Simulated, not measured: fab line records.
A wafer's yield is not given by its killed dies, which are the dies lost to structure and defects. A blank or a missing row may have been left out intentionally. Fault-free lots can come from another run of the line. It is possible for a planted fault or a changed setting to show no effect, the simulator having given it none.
Comparing a struck lot with a sound one    flow sky130    17 steps out of a route of 708
Sound: these wafers, L401.3, L401.5, L401.6. The struck wafers were L410.3, L410.4, L410.5. The cause is named last.
For every step that has rows: the tool of each side, followed by ch and its chambers, followed by its first start. Under that, the readings that differ: sound wafers    struck wafers    difference of the means    sigmas: that difference in standard deviations of wafers without a fault.
alike: readings with means less than 2 such deviations apart, plus words and numbers identical on both sides. not compared: withheld readings, readings lacking a value on some wafer, bounds such as >300 that could conceal the same value, and numbers that have no deviation in the record and whose values overlap.
Wherever a step has rows on one side only, a row that says differs or no value, or a row with sigmas, the two part there. Numbers that don't overlap but have no deviation are shown without sigmas and don't part them. A reading missing from all wafers of one side parts the sides only when that side holds two or more wafers.

SKY_LDD_P_OVL_MEAS_08:
  sound: overlay-02 at day 20 20:25; struck: overlay-02 at day 24 09:31
  alike: LDD_P_OVL
then, 1 step without rows for these wafers: SKY_LDD_P_IMPLANT_09.
SKY_LDD_P_STRIP_10: strips in O2/N2.
  sound on plasma-asher-04 ch 0,1, day 20 20:37; struck on plasma-asher-03 ch 0,1, day 24 09:43
  alike: drypump-motor-current-A, oes-product-au, strip-time-to-endpoint-s
  not compared: rf-hours-counter-h
SKY_LDD_P_TW_MEAS_11:
  sound: film-metro-04 at day 20 20:43; struck: film-metro-02 at day 24 09:49
reading   sound        struck       difference  sigmas
LDD_P_TW  641 641 640  626 628 629  -13         -3
then, 7 steps without rows for these wafers: SKY_LDD_HVN_DEHYDRATE_00 (time 60 s); SKY_LDD_HVN_HMDS_01 (prime time 60 s); SKY_LDD_HVN_COAT_02 (resist thk 300 nm); SKY_LDD_HVN_SOFTBAKE_03 (time 60 s); SKY_LDD_HVN_EXPOSE_04 (exposes mask HVNTM, target cd 700 nm); SKY_LDD_HVN_PEB_05; SKY_LDD_HVN_DEVELOP_06 (develop time 60 s).
SKY_LDD_HVN_OVL_MEAS_07:
  sound: overlay-01 at day 22 03:09; struck: overlay-02 at day 25 15:47
  alike: LDD_HVN_OVL
SKY_LDD_HVN_IMPLANT_08:
  sound on implanter-02 ch 0, day 22 03:13; struck on implanter-03 ch 0, day 25 15:52
reading             sound                      struck                         difference  sigmas
dose-ions-cm2       2.998e+13 3e+13 2.995e+13  2.543e+13 2.547e+13 2.545e+13  -4.527e+12  -99 or more
faraday-current-uA  165 170 164                145 141 142                    -24         -7
SKY_LDD_HVN_STRIP_09: strips in O2/N2.
  sound on plasma-asher-01 ch 0,1, day 22 03:21; struck on plasma-asher-04 ch 0,1, day 25 15:59
  alike: drypump-motor-current-A, oes-product-au, strip-time-to-endpoint-s
  not compared: rf-hours-counter-h
SKY_LDD_HVN_TW_MEAS_10:
  sound: film-metro-02 at day 22 03:26; struck: film-metro-03 at day 25 16:05
reading     sound           struck          difference  sigmas
LDD_HVN_TW  1441 1432 1430  1365 1351 1367  -73         -8
then, 1 step without rows for these wafers: SKY_LDD_HVP_DEHYDRATE_00 (time 60 s).
-- here the record skips 24 days between the struck wafers' starts before and after, leaving off in module LDD_HVP and picking up in module PAD_OPEN (first step shown: number 708 of the route) --
SKY_PAD_OPEN_PROBE_99:
  sound: prober-01 at day 47 01:46; struck: prober-02 at day 49 06:04
reading                         sound           struck          difference  sigmas
model.etest.tip_n_5v.rs-ohm-sq  1366 1378 1366  1591 1595 1596  +224        
  alike: killed_at_M0_to_M3, killed_at_M4_up, killed-at-contacts, killed-at-front-end, killed-at-other, killed-dies, killed-on-rim, killed-open, killed-short

WHERE THEY PART
At SKY_LDD_P_TW_MEAS_11 first; at SKY_LDD_HVN_TW_MEAS_10 last (within this record only). Later steps at which nothing parts them and some readings are alike: SKY_PAD_OPEN_PROBE_99.

WHY: what the simulator had put in
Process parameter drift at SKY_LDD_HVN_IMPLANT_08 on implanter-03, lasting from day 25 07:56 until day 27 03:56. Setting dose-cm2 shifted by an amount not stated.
